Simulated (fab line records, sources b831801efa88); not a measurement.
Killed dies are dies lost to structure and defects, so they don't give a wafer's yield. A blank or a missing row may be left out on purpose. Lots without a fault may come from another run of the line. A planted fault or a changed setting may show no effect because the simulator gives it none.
fab line records | flow sky130
record lots=13 wafers=39 last_day=50
route steps=708 shown PWDE@55 VT_ADJUST_HVTR@141 LOCAL_INTERCONNECT@387 METAL2@499
lots that met no fault: from a run of the same line without faults
start_h: hours from the record's first day to the start of the lot's first wafer shown | wait_h: hours since the lot's step before | " the same as in the row above | L1.1+2: a row that stands for several wafers | - no value, or no start given | * or withheld: withheld | < > ~ a bound
route shown NAME@n: a module of which the file shows steps, and the number in the route of the first | usual: mean/standard deviation of fault-free wafers | same: alike in all rows | chamber/n: place in a boat | sites: the reading at each site | _std_site: their standard deviation | _edge_site: outer sites' mean less inner sites' | radius_mm: how far each site lies from the wafer's centre | mask NAME#n: copy n | behind: the tool/chamber that last shaped the wafer | hold: why the lot was held/for how many hours/how that ended | device: the transistor (n, p or np) that didn't switch | end of line: the same wafers' tests at the end of the route | a step without rows: its recipe alone | killed: dies lost to structure and defects at the first sort, not the wafer's yield | map: a wafer's dies, x killed, . not, _ none there
set.NAME: the setting as run; set.NAME@STEP: as run at that earlier step | model.NAME: the simulator's own value behind a step, which no gauge read
steps of the route over a sample of lots; a table a step, a row a wafer
services: from which hour (start_h, from the record's first day; less than 0 if before it) a tool's chamber was out of use, for how many hours, and why
## steps
# step SKY_PWDE_TW_MEAS_10
# usual PWDE_TW=371.7/2.8
# columns lot.wafer tool chamber start_h wait_h PWDE_TW
L971.2 film_metro-02 - 85.76 0.1 367.3
L971.3 " - " " 366.8
L971.4 " - " " 368.4
L972.1 film_metro-04 - 93.63 0.1 375.9
L972.3 " - " " 374.6
L972.6 " - " " 376.0
L973.3 film_metro-02 - 99.07 0.1 370.9
L973.4 " - " " 371.8
L973.6 " - " " 371.4
L974.3 film_metro-01 - 103.77 0.1 371.4
L974.5 " - " " 371.7
L974.6 " - " " 369.7
L975.2 film_metro-01 - 110.07 0.1 370.3
L975.3 " - " " 370.3
L975.5 " - " " 370.4
L976.4 film_metro-01 - 113.16 0.1 370.2
L976.5 " - " " 368.1
L976.6 " - " " 369.4
L978.2 film_metro-01 - 123.89 0.1 368.7
L978.3 " - " " 369.3
L978.5 " - " " 369.0
L979.1 film_metro-02 - 133.75 0.1 368.3
L979.4 " - " " 368.9
L979.6 " - " " 370.4
L980.2 film_metro-01 - 141.56 0.1 369.1
L980.3 " - " " 369.8
L980.4 " - " " 368.8
L981.1 film_metro-02 - 147.01 0.1 369.7
L981.3 " - " " 368.4
L981.4 " - " " 370.8
L983.1 film_metro-01 - 150.83 0.1 369.7
L983.3 " - " " 367.2
L983.4 " - " " 371.1
L987.3 film_metro-04 - 177.80 0.1 377.0
L987.4 " - " " 376.6
L987.5 " - " " 374.8
L991.1 film_metro-02 - 197.40 0.1 371.0
L991.3 " - " " 369.0
L991.6 " - " " 369.5
# step SKY_VT_ADJUST_HVTR_STRIP_10
# recipe chemistry=O2/N2 power_w=1400 pressure_mtorr=1500 platen_temp_c=withheld o2_flow_sccm=3000 n2_flow_sccm=300 overash_fraction=0.5
# usual drypump_motor_current_A=5.98/0.26 n2_flow_sccm=300.1/0.93 oes_product_au=0.715/0.0044 strip_time_to_endpoint_s=14.17/0.035
# columns lot.wafer tool chamber start_h wait_h drypump_motor_current_A n2_flow_sccm oes_product_au rf_hours_counter_h strip_time_to_endpoint_s
L971.2 plasma_asher-03 0 223.18 0.1 6.16 300.3 0.724 53 14.19
L971.3 " 1 " " 5.53 300.4 0.720 - 14.12
L971.4 " 0 " " 6.13 301.1 0.709 - 14.10
L972.1 plasma_asher-02 1 235.43 0.1 6.26 300.7 0.719 56 14.24
L972.3 " 0 " " 6.01 302.3 0.721 - 14.20
L972.6 " 0 " " 5.97 300.8 0.720 - 14.23
L973.3 plasma_asher-02 0 241.55 0.1 6.01 299.9 0.719 - 14.11
L973.4 " 1 " " 6.23 299.6 0.707 - 14.15
L973.6 " 0 " " 5.99 301.1 0.718 - 14.10
L974.3 plasma_asher-04 0 247.41 0.1 6.07 300.3 0.716 - 14.21
L974.5 " 0 " " 6.10 300.1 0.714 - 14.09
L974.6 " 1 " " 5.64 300.7 0.718 - 14.17
L975.2 plasma_asher-03 1 256.08 0.1 5.53 302.2 0.718 56 14.23
L975.3 " 1 " " 5.52 301.9 0.710 - 14.24
L975.5 " 0 " " 6.16 301.0 0.707 - 14.21
L976.4 plasma_asher-03 0 258.85 0.1 6.17 299.4 0.717 - 14.13
L976.5 " 1 " " 5.51 299.8 0.709 - 14.19
L976.6 " 0 " " 6.16 298.5 0.716 - 14.17
L978.2 plasma_asher-03 1 274.08 0.1 5.54 300.4 0.713 58 14.14
L978.3 " 1 " " 5.54 300.7 0.717 - 14.22
L978.5 " 0 " " 6.17 299.7 0.718 - 14.14
L979.1 plasma_asher-02 1 286.38 0.1 6.24 300.3 0.716 61 14.12
L979.4 " 0 " " 5.96 302.0 0.724 - 14.14
L979.6 " 0 " " 6.00 300.6 0.713 - 14.15
L980.2 plasma_asher-04 1 297.18 0.1 5.65 300.4 0.716 18 14.18
L980.3 " 0 " " 6.07 300.0 0.715 - 14.19
L980.4 " 1 " " 5.67 300.5 0.712 - 14.18
L981.1 plasma_asher-02 0 303.43 0.1 5.97 298.4 0.717 63 14.13
L981.3 " 0 " " 6.01 300.3 0.714 - 14.16
L981.4 " 1 " " 6.24 300.9 0.717 - 14.16
L983.1 plasma_asher-02 0 307.67 0.1 5.99 298.5 0.710 64 14.12
L983.3 " 0 " " 6.02 299.4 0.712 - 14.14
L983.4 " 1 " " 6.24 299.8 0.717 - 14.15
L987.3 plasma_asher-04 1 343.66 0.1 5.66 298.9 0.720 - 14.22
L987.4 " 0 " " 6.11 299.2 0.719 - 14.19
L987.5 " 1 " " 5.67 298.7 0.713 - 14.21
L991.1 plasma_asher-04 1 372.38 0.1 5.68 297.9 0.715 24 14.14
L991.3 " 0 " " 6.08 300.8 0.715 - 14.14
L991.6 " 1 " " 5.67 299.0 0.713 - 14.14
# step SKY_LOCAL_INTERCONNECT_SPUTTER_00
# recipe material=TiN target_thk_nm=100 temp_c=300 power_w=6500 time_s=83.3 chamber_pressure_pa=0.4
# usual cathode_dc_power_W=6500.2/1.1 susceptor_temp_C=299.99/0.2 throttle_valve_pct=29.6/0.71
# same time_s=83.3
# columns lot.wafer tool chamber start_h wait_h cathode_dc_power_W susceptor_temp_C throttle_valve_pct
L971.2 pvd_sputter-01 - 702.25 0.2 6499.4 300.05 31.1
L971.3 " - " " 6500.6 299.62 29.9
L971.4 " - " " 6502.0 300.36 29.3
L972.1 pvd_sputter-03 - 719.63 0.1 6501.1 300.24 30.3
L972.3 " - " " 6500.0 299.87 29.6
L972.6 " - " " 6500.4 299.84 29.4
L973.3 pvd_sputter-01 - 727.09 0.2 6499.6 300.04 28.7
L973.4 " - " " 6500.9 300.02 28.9
L973.6 " - " " 6500.1 299.57 28.7
L974.3 pvd_sputter-02 - 728.35 0.2 6501.7 300.00 28.8
L974.5 " - " " 6499.7 299.90 29.4
L974.6 " - " " 6501.1 299.63 30.0
L975.2 pvd_sputter-01 - 733.04 0.1 6499.4 300.39 29.0
L975.3 " - " " 6501.5 300.15 28.5
L975.5 " - " " 6498.8 300.08 28.8
L976.4 pvd_sputter-01 - 739.30 0.1 6499.9 299.94 30.9
L976.5 " - " " 6498.8 299.94 30.8
L976.6 " - " " 6502.7 299.90 30.0
L978.2 pvd_sputter-01 - 752.01 0.1 6500.9 300.11 29.0
L978.3 " - " " 6501.7 299.96 28.5
L978.5 " - " " 6499.5 299.94 28.6
L979.1 pvd_sputter-01 - 772.89 0.2 6500.0 300.01 30.1
L979.4 " - " " 6500.5 299.90 30.5
L979.6 " - " " 6500.4 300.22 28.6
L980.2 pvd_sputter-02 - 780.90 0.1 6500.4 300.10 30.0
L980.3 " - " " 6500.7 300.07 28.7
L980.4 " - " " 6500.4 300.07 28.8
L981.1 pvd_sputter-01 - 786.54 0.2 6499.0 300.07 29.9
L981.3 " - " " 6500.8 299.97 30.7
L981.4 " - " " 6499.8 299.98 28.9
L983.1 pvd_sputter-01 - 792.30 0.2 6501.0 300.16 29.9
L983.3 " - " " 6501.1 299.71 28.9
L983.4 " - " " 6903.6 299.99 31.0
L987.3 pvd_sputter-03 - 826.79 0.1 6498.4 299.67 30.0
L987.4 " - " " 6498.8 299.65 29.5
L987.5 " - " " 6501.3 300.09 30.4
L991.1 pvd_sputter-03 - 852.70 0.1 6501.9 299.99 29.6
L991.3 " - " " 6500.4 300.09 29.3
L991.6 " - " " 6500.6 299.96 30.2
# step SKY_LOCAL_INTERCONNECT_RS_MEAS_01
# recipe thk_meas_gauge=four-point-probe reads=TiN_of_LOCAL_INTERCONNECT_SPUTTER_00
# usual LOCAL_INTERCONNECT_TIN_RS=14.12/0.17
# columns lot.wafer tool chamber start_h wait_h LOCAL_INTERCONNECT_TIN_RS[ohm/sq]
L971.2 film_metro-04 - 702.33 0.1 13.96
L971.3 " - " " 14.18
L971.4 " - " " 13.92
L972.1 film_metro-01 - 719.69 0.0 14.10
L972.3 " - " " 13.93
L972.6 " - " " 13.97
L973.3 film_metro-03 - 727.20 0.1 14.03
L973.4 " - " " 14.07
L973.6 " - " " 14.10
L974.3 film_metro-03 - 728.45 0.1 14.40
L974.5 " - " " 14.35
L974.6 " - " " 14.08
L975.2 film_metro-01 - 733.12 0.1 14.24
L975.3 " - " " 14.03
L975.5 " - " " 14.16
L976.4 film_metro-01 - 739.42 0.1 14.05
L976.5 " - " " 14.08
L976.6 " - " " 14.41
L978.2 film_metro-01 - 752.10 0.1 13.90
L978.3 " - " " 13.89
L978.5 " - " " 13.97
L979.1 film_metro-03 - 772.95 0.0 14.22
L979.4 " - " " 13.84
L979.6 " - " " 14.00
L980.2 film_metro-04 - 781.02 0.1 14.37
L980.3 " - " " 14.38
L980.4 " - " " 14.69
L981.1 film_metro-03 - 786.60 0.0 13.96
L981.3 " - " " 13.92
L981.4 " - " " 13.86
L983.1 film_metro-03 - 792.36 0.0 14.33
L983.3 " - " " 14.12
L983.4 " - " " 13.32
L987.3 film_metro-03 - 826.89 0.1 14.13
L987.4 " - " " 14.10
L987.5 " - " " 14.22
L991.1 film_metro-03 - 852.76 0.0 13.85
L991.3 " - " " 13.96
L991.6 " - " " 14.16
# step SKY_LOCAL_INTERCONNECT_THK_MEAS_02
# recipe thk_meas_gauge=xrf reads=TiN_of_LOCAL_INTERCONNECT_SPUTTER_00
# usual LOCAL_INTERCONNECT_TIN_THK=97.5/1.3
# columns lot.wafer tool chamber start_h wait_h LOCAL_INTERCONNECT_TIN_THK[nm]
L971.2 film_metro-04 - 702.44 0.1 98.9
L971.3 " - " " 97.3
L971.4 " - " " 98.4
L972.1 film_metro-01 - 719.81 0.1 98.5
L972.3 " - " " 99.1
L972.6 " - " " 99.2
L973.3 film_metro-03 - 727.30 0.1 97.5
L973.4 " - " " 97.4
L973.6 " - " " 96.9
L974.3 film_metro-03 - 728.55 0.1 95.4
L974.5 " - " " 95.2
L974.6 " - " " 97.3
L975.2 film_metro-01 - 733.23 0.1 97.1
L975.3 " - " " 98.0
L975.5 " - " " 97.2
L976.4 film_metro-01 - 739.51 0.1 97.9
L976.5 " - " " 98.0
L976.6 " - " " 95.5
L978.2 film_metro-01 - 752.21 0.1 99.5
L978.3 " - " " 99.5
L978.5 " - " " 98.5
L979.1 film_metro-03 - 773.07 0.1 96.7
L979.4 " - " " 98.7
L979.6 " - " " 97.6
L980.2 film_metro-04 - 781.13 0.1 95.9
L980.3 " - " " 95.6
L980.4 " - " " 93.3
L981.1 film_metro-03 - 786.72 0.1 98.3
L981.3 " - " " 97.9
L981.4 " - " " 99.2
L983.1 film_metro-03 - 792.48 0.1 94.9
L983.3 " - " " 96.8
L983.4 " - " " 102.2
L987.3 film_metro-03 - 826.99 0.1 96.9
L987.4 " - " " 97.3
L987.5 " - " " 96.6
L991.1 film_metro-03 - 852.88 0.1 99.2
L991.3 " - " " 98.5
L991.6 " - " " 97.4
# step SKY_LOCAL_INTERCONNECT_METAL_ETCH_14
# recipe target_depth_nm=110 stop_on=PSG chemistry=Cl2/BCl3 target=TiN resist_sidewall_deg=88 pressure_mtorr=10 icp_w=900 bias_w=48.5 Cl2_flow_sccm=60 bcl3_flow_sccm=30 time_s=31.4
# usual drypump_motor_current_A=5.8/0.37 oes_product_au=0.943/0.0078 throttle_valve_pct=21.899/0.011
# same time_s=31.4
# columns lot.wafer tool chamber start_h wait_h drypump_motor_current_A oes_product_au rf_hours_counter_h throttle_valve_pct
L971.2 rie_metal-02 1 730.89 0.0 5.3 0.940 14 21.882
L971.3 " 0 " " 5.7 0.943 - 21.903
L971.4 " 1 " " 5.3 0.946 - 21.893
L972.1 rie_metal-04 1 747.79 0.0 5.4 0.943 12 21.880
L972.3 " 1 " " 5.5 0.957 - 21.894
L972.6 " 0 " " 5.5 0.948 - 21.908
L973.3 rie_metal-03 1 754.53 0.0 6.0 0.948 - 21.902
L973.4 " 0 " " 6.5 0.940 - 21.904
L973.6 " 0 " " 6.5 0.947 - 21.912
L974.3 rie_metal-03 1 756.14 0.1 6.0 0.926 - 21.908
L974.5 " 1 " " 6.0 0.926 - 21.906
L974.6 " 1 " " 6.0 0.947 - 21.895
L975.2 rie_metal-03 1 760.72 0.1 6.0 0.936 - 21.900
L975.3 " 1 " " 6.1 0.943 - 21.902
L975.5 " 1 " " 6.0 0.942 - 21.905
L976.4 rie_metal-03 1 767.17 0.1 6.0 0.956 - 21.901
L976.5 " 1 " " 6.0 0.943 - 21.901
L976.6 " 1 " " 6.0 0.944 - 21.902
L978.2 rie_metal-02 0 779.26 0.0 5.7 0.948 10 21.904
L978.3 " 0 " " 5.7 0.950 - 21.895
L978.5 " 1 " " 5.3 0.955 - 21.899
L979.1 rie_metal-03 1 799.55 0.0 6.0 0.942 6 21.913
L979.4 " 1 " " 6.0 0.940 - 21.890
L979.6 " 1 " " 6.0 0.938 - 21.902
L980.2 rie_metal-02 0 807.21 0.0 5.7 0.923 11 21.923
L980.3 " 0 " " 5.7 0.930 - 21.914
L980.4 " 1 " " 5.3 0.922 - 21.919
L981.1 rie_metal-04 1 813.44 0.0 5.5 0.955 15 21.904
L981.3 " 1 " " 5.5 0.942 - 21.903
L981.4 " 0 " " 5.5 0.955 - 21.895
L983.1 rie_metal-03 0 819.74 0.0 6.5 0.938 2 21.907
L983.3 " 0 " " 6.5 0.939 - 21.902
L983.4 " 1 " " 6.0 0.969 - 21.887
L987.3 rie_metal-04 1 853.13 0.0 5.5 0.938 - 21.890
L987.4 " 0 " " 5.5 0.942 - 21.892
L987.5 " 0 " " 5.5 0.937 - 21.909
L991.1 rie_metal-02 1 879.26 0.0 5.3 0.949 4 21.880
L991.3 " 0 " " 5.7 0.952 - 21.903
L991.6 " 0 " " 5.7 0.941 - 21.883
# step SKY_METAL2_OVL_MEAS_16
# usual METAL2_OVL=-1/4.9
# columns lot.wafer tool chamber start_h wait_h METAL2_OVL[nm]
L971.2 overlay-02 - 845.35 0.1 10
L971.3 " - " " 3
L971.4 " - " " -1
L972.1 overlay-02 - 860.40 0.1 1
L972.3 " - " " 7
L972.6 " - " " 1
L973.3 overlay-02 - 866.56 0.1 -6
L973.4 " - " " 1
L973.6 " - " " -1
L974.3 overlay-01 - 868.77 0.1 -1
L974.5 " - " " 0
L974.6 " - " " 3
L975.2 overlay-01 - 872.97 0.1 -2
L975.3 " - " " 3
L975.5 " - " " 4
L976.4 overlay-01 - 879.96 0.1 1
L976.5 " - " " 11
L976.6 " - " " -2
L978.2 overlay-01 - 889.97 0.1 2
L978.3 " - " " 4
L978.5 " - " " 0
L979.1 overlay-02 - 909.29 0.1 -2
L979.4 " - " " 0
L979.6 " - " " 3
L980.2 overlay-02 - 918.32 0.1 -11
L980.3 " - " " 1
L980.4 " - " " -14
L981.1 overlay-01 - 922.66 0.1 -1
L981.3 " - " " -4
L981.4 " - " " 0
L983.1 overlay-02 - 929.19 0.1 -17
L983.3 " - " " -7
L983.4 " - " " -5
L987.3 overlay-02 - 960.16 0.1 -1
L987.4 " - " " -7
L987.5 " - " " -4
L991.1 overlay-02 - 983.64 0.1 1
L991.3 " - " " 2
L991.6 " - " " -12
## services
# columns tool chamber start_h hours kind
rie_metal-03 0 224.23 13.0 repair
plasma_asher-03 - 225.74 1.0 repair
plasma_asher-04 - 241.70 0.8 repair
plasma_asher-04 - 244.04 2.2 repair
rie_metal-03 0 246.06 3.2 repair
rie_metal-03 - 253.48 1.4 pm
rie_metal-03 - 276.02 2.8 pm
pvd_sputter-01 - 277.42 1.6 repair
rie_metal-02 0 291.96 3.8 repair
plasma_asher-04 - 303.07 7.8 repair
rie_metal-02 - 314.04 0.4 repair
pvd_sputter-01 - 390.99 1.0 repair
plasma_asher-02 - 459.30 1.2 repair
plasma_asher-02 - 506.91 13.5 repair
plasma_asher-02 - 583.73 2.8 pm
pvd_sputter-01 - 594.01 3.1 repair
pvd_sputter-01 - 607.11 12.5 repair
plasma_asher-02 - 717.47 2.9 repair
plasma_asher-02 - 719.44 5.1 repair
plasma_asher-02 - 733.75 9.0 pm
plasma_asher-02 - 743.34 0.6 repair
plasma_asher-02 - 770.84 3.6 repair
rie_metal-03 - 838.19 2.5 repair
pvd_sputter-01 - 840.88 25.9 repair
## key
first_sign step=SKY_LOCAL_INTERCONNECT_SPUTTER_00 reading=cathode_dc_power_W direction=up sigmas=99+ usual=6500.2 struck=6903.6
effect step=SKY_LOCAL_INTERCONNECT_RS_MEAS_01 reading=LOCAL_INTERCONNECT_TIN_RS direction=down sigmas=4.7 usual=14.12 struck=13.32
effect step=SKY_LOCAL_INTERCONNECT_THK_MEAS_02 reading=LOCAL_INTERCONNECT_TIN_THK direction=up sigmas=3.7 usual=97.5 struck=102.2
effect step=SKY_LOCAL_INTERCONNECT_METAL_ETCH_14 reading=oes_product_au direction=up sigmas=3.4 usual=0.943 struck=0.969
met_at SKY_LOCAL_INTERCONNECT_SPUTTER_00
struck_lots L983
struck_wafers L983.4
sort_left_out L983.4
tester_left_out L983
not_acting_at SKY_PWDE_TW_MEAS_10,SKY_VT_ADJUST_HVTR_STRIP_10,SKY_METAL2_OVL_MEAS_16
onset_between 786.54 792.30
fault kind=process_parameter_drift tool=pvd_sputter-01 chamber=- onset_h=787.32 steps=SKY_LOCAL_INTERCONNECT_SPUTTER_00 channel=power_w offset=* shape=step end_h=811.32 acts_in=* stated=* scope=struck_wafers_only
# tester_left_out: of these lots the tester's yield and bins aren't shown, on N5 and GAA mostly nor the transistor test; their killed dies are dies lost to structure and defects alone, not to doping, threshold or leakage, so they don't give the yield
# sort_left_out: the simulated sort isn't trusted on such a fault, so these wafers' sort isn't shown, and their yield isn't known
